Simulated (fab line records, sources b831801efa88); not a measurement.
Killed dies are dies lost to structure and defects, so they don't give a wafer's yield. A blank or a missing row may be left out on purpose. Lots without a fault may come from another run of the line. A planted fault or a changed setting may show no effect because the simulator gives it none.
Chamber matching | flow gf180mcu | GF_V1_CVD_02 on pecvd-03: 3 sister chambers
The step deposits SiO2 from TEOS, target thk 850 nm, time 94.851 s. 6 wafers are shown with their chamber, then 7 later ones without.

WAFERS WITH THEIR CHAMBER
wafer  | chamber | heater_power_w (W)
L861.1 | 2       | 503
L869.1 | 2       | 565
L869.2 | 1       | 682
L869.4 | 0       | 654
L874.1 | 1       | 606
L874.2 | 0       | 664

WAFERS WITHOUT THEIR CHAMBER
wafer  | heater_power_w (W)
L874.3 | 544
L875.1 | 524
L875.3 | 598
L875.4 | 588
L882.1 | 516
L882.2 | 712
L882.5 | 583

WHICH CHAMBER EACH WENT THROUGH
wafer  | from the rows above          | in truth
L874.3 | 2                            | 2
L875.1 | 2                            | 2
L875.3 | can't be placed: 1 or 0 or 2 | 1
L875.4 | can't be placed: 2 or 1 or 0 | 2
L882.1 | 2                            | 2
L882.2 | can't be placed: 0 or 1      | 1
L882.5 | can't be placed: 2 or 1 or 0 | 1
Placed correctly: 3 of 7. Can't be placed from these rows: 4 (the true chamber is among the candidates in 4). Placed wrongly: 0.
How it was worked out, from the rows above alone: a wafer's distance from a chamber is the root of the sum, over the readings, of the square of ((its reading less the chamber's mean) divided by the reading's scatter). The wafer belongs to the nearest chamber; if the next one is less than 2 further off, it can't be placed. A chamber's mean is the mean of its shown wafers. The scatter: the root of (the sum of the squares of (reading less its chamber's mean) over the shown wafers, divided by (wafers less chambers)).
